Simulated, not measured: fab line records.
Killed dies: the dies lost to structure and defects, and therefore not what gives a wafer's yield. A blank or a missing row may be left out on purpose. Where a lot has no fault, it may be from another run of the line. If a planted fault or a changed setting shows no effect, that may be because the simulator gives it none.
A struck lot beside a sound one :: flow sfq-line :: 42 steps out of a route of 325
Sound: these wafers, L305.2, L305.3, L305.6. Struck: wafer L316.6 (left out: L316.2, L316.4 of the same lot, which were not struck); the cause appears at the end.
For every step that has rows: the tool of each side, followed by ch and its chambers, followed by its first start. Under that, the readings that differ: sound wafers :: struck wafers :: difference of the means :: sigmas: that difference in standard deviations of wafers without a fault.
alike: words and numbers the same on both sides, and readings whose means are apart by under 2 such deviations; not compared: readings that were withheld, readings missing a value for some wafer, numbers with overlapping values and no deviation given by the record, and bounds like >300 which may hide the same value.
A row with sigmas, a row that says differs or no value, or rows on one side alone: a step with any of these is where the two part. Numbers that have no deviation but don't overlap get no sigmas and don't part them. Lack of a reading on every wafer of one side parts them only where that side has two or more wafers.

first, 6 steps without rows for these wafers: SFQ_TRILAYER_I6_VIA_LITHO_COAT_174 (resist thk 62 nm); SFQ_TRILAYER_I6_VIA_LITHO_COAT_169 (resist thk 650 nm); SFQ_TRILAYER_I6_VIA_LITHO_SOFTBAKE_173; SFQ_TRILAYER_I6_VIA_LITHO_EXPOSE_170 (exposes mask I6, target cd 700 nm); SFQ_TRILAYER_I6_VIA_LITHO_PEB_172 (peb time 60 s); SFQ_TRILAYER_I6_VIA_LITHO_DEVELOP_171 (time 60 s).
SFQ_I6_OVL_MEAS_942:
  sound: overlay-02 at day 73 19:22; struck: overlay-02 at day 75 03:46
  alike: I6_OVL
then, 2 steps without rows for these wafers: SFQ_TRILAYER_I6_VIA_BARC_OPEN_VIA_ETCH_235 (etches BARC in O2, target depth 125 nm, time 41.7 s); SFQ_TRILAYER_I6_VIA_ETCH_VIA_ETCH_172 (etches SiO2 in CHF3, stops on Nb, target depth 260 nm).
SFQ_TRILAYER_I6_VIA_STRIP_STRIP_173: strips in O2.
  sound on rie-metal-02 ch 0,1, day 73 19:32; struck on rie-metal-04 ch 1, day 75 03:56
reading: drypump-motor-current-A (A)
sound: 6.6 6.3 6.6
struck: 4.7
difference: -1.8
sigmas: -3
  alike: he-backside-leak-sccm, oes-product-au
  not compared: rf-hours-counter-h
then, 2 steps without rows for these wafers: SFQ_TRILAYER_I6_VIA_STRIP_SOLV_CLEAN_174 (cleans in NMP, time 600 s); SFQ_TRILAYER_M7_DEP_PRE_CLEAN_176 (time 22.5 s).
SFQ_TRILAYER_M7_DEP_SPUTTER_175: material Nb, target thk 200 nm, time 133.3 s.
  sound: pvd-sputter-04 at day 73 20:21; struck: pvd-sputter-04 at day 75 04:45
reading: model.Nb_of_TRILAYER_M7_DEP_SPUTTER_175.thk-nm (nm)
sound: 201.5 201.2 201.5
struck: 230.8
difference: +29.4
sigmas: 
  alike: throttle-valve-pct
SFQ_M7_RS_MEAS_943: a four-point-probe measurement.
  sound: film-metro-01 at day 73 20:28; struck: film-metro-02 at day 75 04:52
reading: M7_NB_RS (ohm/sq)
sound: 0.882 0.882 0.880
struck: 0.768
difference: -0.113
sigmas: -9
then, 6 steps without rows for these wafers: SFQ_TRILAYER_M7_LITHO_COAT_182 (resist thk 62 nm); SFQ_TRILAYER_M7_LITHO_COAT_177 (resist thk 600 nm); SFQ_TRILAYER_M7_LITHO_SOFTBAKE_181; SFQ_TRILAYER_M7_LITHO_EXPOSE_178 (exposes mask M7, target cd 500 nm); SFQ_TRILAYER_M7_LITHO_PEB_180 (peb time 60 s); SFQ_TRILAYER_M7_LITHO_DEVELOP_179 (time 60 s).
-- the record jumps here: 4 days lie between the struck wafers' starts before and after --
SFQ_M7_OVL_MEAS_945:
  sound: overlay-02 at day 77 08:35; struck: overlay-01 at day 78 20:35
  alike: M7_OVL
then, 1 step without rows for these wafers: SFQ_TRILAYER_M7_BARC_OPEN_METAL_ETCH_229 (etches BARC in O2, target depth 125 nm, time 41.7 s).
SFQ_TRILAYER_M7_ETCH_METAL_ETCH_180: etches Nb in Cl2/Ar, stops on SiO2, target depth 240 nm, time 120 s.
  sound on rie-metal-03 ch 0, day 77 08:46; struck on rie-metal-03 ch 1, day 78 20:40
reading: oes-product-au (a.u.)
sound: 0.897 0.898 0.892
struck: 0.968
difference: +0.072
sigmas: +9
  alike: bias-w, drypump-motor-current-A, he-backside-leak-sccm
  not compared: rf-hours-counter-h
then, 2 steps without rows for these wafers: SFQ_TRILAYER_M7_STRIP_STRIP_181 (strips in O2); SFQ_TRILAYER_M7_STRIP_SOLV_CLEAN_182 (cleans in NMP, time 600 s).
SFQ_TRILAYER_I7_DEP_PECVD_183: deposits SiO2 from SiH4/N2O, time 111.11 s, target thk 500 nm.
  sound on pecvd-02 ch 0,2, day 77 10:22; struck on pecvd-01 ch 1, day 78 21:35
reading: heater-power-w (W)
sound: 77 56 60
struck: 107
difference: +43
sigmas: +3
  alike: showerhead-vpp-V, throttle-valve-pct
  not compared: since-wet-clean-h
SFQ_TRILAYER_I7_CMP_CMP_184: polishes SiO2.
  sound on cmp-02 ch 0,1,2, day 77 12:52; struck on cmp-02 ch 3, day 79 10:56
  alike: motor-current-A, time-to-endpoint-s
SFQ_I7_BOW_MEAS_946:
  sound: film-metro-04 at day 77 15:53; struck: film-metro-01 at day 79 11:28
  alike: I7_BOW
then, 7 steps without rows for these wafers: SFQ_TRILAYER_I7_METRO_MEASURE_185; SFQ_TRILAYER_I7_VIA_LITHO_COAT_192 (resist thk 62 nm); SFQ_TRILAYER_I7_VIA_LITHO_COAT_187 (resist thk 650 nm); SFQ_TRILAYER_I7_VIA_LITHO_SOFTBAKE_191; SFQ_TRILAYER_I7_VIA_LITHO_EXPOSE_188 (exposes mask I7, target cd 1000 nm); SFQ_TRILAYER_I7_VIA_LITHO_PEB_190 (peb time 60 s); SFQ_TRILAYER_I7_VIA_LITHO_DEVELOP_189 (time 60 s).
SFQ_I7_OVL_MEAS_947:
  sound: overlay-02 at day 77 21:16; struck: overlay-01 at day 80 03:08
  alike: I7_OVL
SFQ_TRILAYER_I7_VIA_BARC_OPEN_VIA_ETCH_260: etches BARC in O2, target depth 125 nm, time 41.7 s.
  sound on rie-diel-01 ch 0,3, day 77 21:18; struck on rie-diel-03 ch 0, day 80 03:10
reading: bias-w (W)
sound: 80.26 80.19 80.34
struck: 79.69
difference: -0.57
sigmas: -2
  alike: drypump-motor-current-A, oes-product-au
  not compared: rf-hours-counter-h
then, 1 step without rows for these wafers: SFQ_TRILAYER_I7_VIA_ETCH_VIA_ETCH_190 (etches SiO2 in CHF3, stops on Nb, target depth 260 nm).
SFQ_TRILAYER_I7_VIA_STRIP_STRIP_191: strips in O2.
  sound on rie-metal-04 ch 0,1, day 77 21:27; struck on rie-metal-04 ch 1, day 80 03:19
  alike: drypump-motor-current-A, he-backside-leak-sccm, oes-product-au
  not compared: rf-hours-counter-h
then, 2 steps without rows for these wafers: SFQ_TRILAYER_I7_VIA_STRIP_SOLV_CLEAN_192 (cleans in NMP, time 600 s); SFQ_TRILAYER_M8_LITHO_LOR_COAT_197.
SFQ_M8_BOW_MEAS_951:
  sound: film-metro-04 at day 78 03:13; struck: film-metro-03 at day 80 14:02
reading: model.etest.m7.ohm-um
sound: 1.76 1.767 1.754
struck: 1.542
difference: -0.218
sigmas: 

reading: model.etest.i6.link-ohm
sound: 1.865 1.884 1.881
struck: 1.733
difference: -0.144
sigmas: 

reading: model.etest.i7.link-ohm
sound: 1.044 1.044 1.042
struck: 0.9292
difference: -0.1141
sigmas: 

reading: model.etest.m7.ohm-sq
sound: 0.8821 0.8835 0.8821
struck: 0.7701
difference: -0.1125
sigmas: 
  alike: M8_BOW

== WHERE THEY PART ==
At SFQ_TRILAYER_I6_VIA_STRIP_STRIP_173 first; at SFQ_TRILAYER_I7_VIA_BARC_OPEN_VIA_ETCH_260 last (within this record only). Later steps at which nothing parts them and some readings are alike: SFQ_TRILAYER_I7_VIA_STRIP_STRIP_191, SFQ_M8_BOW_MEAS_951.

WHY: whatever the simulator had introduced
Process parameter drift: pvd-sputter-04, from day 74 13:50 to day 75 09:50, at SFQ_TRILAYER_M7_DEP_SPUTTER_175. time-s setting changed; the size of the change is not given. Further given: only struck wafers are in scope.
